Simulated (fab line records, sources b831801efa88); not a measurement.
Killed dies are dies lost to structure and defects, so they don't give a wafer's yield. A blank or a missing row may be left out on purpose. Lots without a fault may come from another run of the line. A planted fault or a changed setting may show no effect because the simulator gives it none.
Chamber matching | flow sky130 | SKY_LI_CONTACT_CMP_02 on cmp-01: 4 sister chambers
The step polishes PSG. 14 wafers are shown with their chamber, then 6 later ones without.

WAFERS WITH THEIR CHAMBER
wafer  | chamber | motor_current_A (A) | time_to_endpoint_s (s)
L362.2 | 3       | 11.6                | 33.2
L362.4 | 0       | 11.7                | 35.3
L362.6 | 2       | 12.0                | 28.6
L366.1 | 2       | 11.7                | 28.2
L366.5 | 2       | 12.5                | 30.6
L366.6 | 3       | 11.3                | 35.4
L367.1 | 1       | 12.5                | 31.3
L367.2 | 2       | 12.1                | 27.5
L367.3 | 3       | 11.4                | 32.5
L370.1 | 1       | 12.6                | 30.7
L370.4 | 0       | 11.6                | 32.2
L370.5 | 3       | 11.4                | 32.2
L376.3 | 0       | 11.8                | 35.2
L376.5 | 3       | 11.5                | 30.9

SIGNATURES (means of the wafers above)
reading            | chamber 0 | chamber 1 | chamber 2 | chamber 3 | scatter within a chamber
motor_current_A    | 11.700    | 12.550    | 12.075    | 11.440    | 0.201
time_to_endpoint_s | 34.233    | 31.000    | 28.725    | 32.840    | 1.51
Rule: a wafer's distance from a chamber is the root of the sum, over the readings, of the square of ((its reading less the chamber's mean) divided by the reading's scatter). The wafer belongs to the nearest chamber; if the next one is less than 2 further off, it can't be placed. The scatter: the root of (the sum of the squares of (reading less its chamber's mean) over the shown wafers, divided by (wafers less chambers)).

WAFERS WITHOUT THEIR CHAMBER
wafer  | motor_current_A (A) | time_to_endpoint_s (s)
L383.3 | 11.6                | 33.5
L383.4 | 12.5                | 29.3
L383.5 | 12.1                | 29.0
L384.2 | 12.5                | 34.5
L384.4 | 11.7                | 30.2
L384.5 | 12.2                | 30.3

WHICH CHAMBER EACH WENT THROUGH
wafer  | from the rows above          | in truth
L383.3 | can't be placed: 0 or 3      | 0
L383.4 | can't be placed: 1 or 2      | 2
L383.5 | 2                            | 2
L384.2 | can't be placed: 1 or 0      | 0
L384.4 | can't be placed: 2 or 3 or 0 | 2
L384.5 | can't be placed: 2 or 1      | 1
Placed correctly: 1 of 6. Can't be placed from these rows: 5 (the true chamber is among the candidates in 5). Placed wrongly: 0.
